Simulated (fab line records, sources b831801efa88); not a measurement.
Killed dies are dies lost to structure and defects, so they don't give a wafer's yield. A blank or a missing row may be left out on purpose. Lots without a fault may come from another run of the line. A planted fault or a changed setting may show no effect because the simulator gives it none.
One fault seen from 2 desks | flow gf180mcu | each desk has only its own numbers; what lay behind them comes last

THE TOOL OWNER'S DESK: plasma_asher-02
The tool's own readings at GF_NWELL_STRIP_10 (strips in O2/N2): means of the sampled wafers that have a number, for each lot that ran on this tool. A lot is out of limits, marked OUT, if its mean lies more than 4 standard deviations from the usual mean; the brackets give that distance.
Columns: A = drypump_motor_current_A at GF_NWELL_STRIP_10, usual 5.8 A; B = heater_power_w at GF_NWELL_STRIP_10, usual 353 W; C = n2_flow_sccm at GF_NWELL_STRIP_10, usual 300.1 sccm; D = oes_product_au at GF_NWELL_STRIP_10, usual 0.723 a.u.; E = strip_time_to_endpoint_s at GF_NWELL_STRIP_10, usual 36.73 s
lot  | first seen here | A   | B   | C     | D               | E
L428 | day 3 15:54     | 5.5 | 327 | 299.2 | 0.724           | 36.81
L430 | day 3 23:48     | 5.5 | 315 | 300.5 | 0.726           | 36.81
L433 | day 4 17:58     | 5.6 | 307 | 300.2 | 0.728           | 36.71
L434 | day 5 00:17     | 5.6 | 304 | 299.5 | 0.969 (+53) OUT | -
L447 | day 7 23:11     | 5.6 | 307 | 300.6 | 0.724           | 36.82
L448 | day 8 03:18     | 5.5 | 315 | 300.6 | 0.723           | 36.85
L449 | day 8 08:41     | 5.6 | 308 | 299.5 | 0.720           | 36.51
This desk's finding: out of limits on L434; first on L434, day 5 00:17 (oes_product_au at GF_NWELL_STRIP_10). In limits: L428, L430, L433, L447, L448, L449.

THE METROLOGY DESK
What the gauges read, lot by lot, whatever tool the lot ran on: means of the sampled wafers that have a number. A lot is out of limits, marked OUT, if its mean lies more than 4 standard deviations from the usual mean; the brackets give that distance.
Columns: A = NWELL_OVL at GF_NWELL_OVL_MEAS_07, usual -1.0 nm; B = LVPWELL_TW at GF_LVPWELL_TW_MEAS_11, usual 558
lot  | first seen here | A    | B
L428 | day 3 15:34     | 1.2  | 556
L430 | day 3 23:28     | -1.4 | 560
L431 | day 4 04:47     | -0.6 | 553
L433 | day 4 17:38     | -1.8 | 558
L434 | day 4 23:58     | -2.4 | 558
L439 | day 6 01:23     | -1.1 | 555
L443 | day 6 23:55     | 0.3  | 559
L446 | day 7 16:44     | -1.2 | 562
L447 | day 7 22:50     | -2.2 | 562
L448 | day 8 02:58     | -1.5 | 554
L449 | day 8 08:21     | 0.6  | 560
L450 | day 8 15:39     | -1.9 | 560
This desk's finding: nothing out of limits on any of the 12 lots.

PUT TOGETHER
The tool owner's desk could have raised an alarm at day 5 00:17, on L434.
The metrology desk saw nothing out of limits.
The metrology desk has L434 on record, within its limits.
Of the lots named, all ran GF_NWELL_STRIP_10 on plasma_asher-02.

WHAT THE SIMULATOR HAD PUT IN
Strip aborted: plasma_asher-02, from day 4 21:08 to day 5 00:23, at GF_NWELL_STRIP_10. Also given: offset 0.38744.
Lots struck among those shown: L434.
Hours from the fault's start to each desk's first reading out of limits: the tool owner's desk, 3.
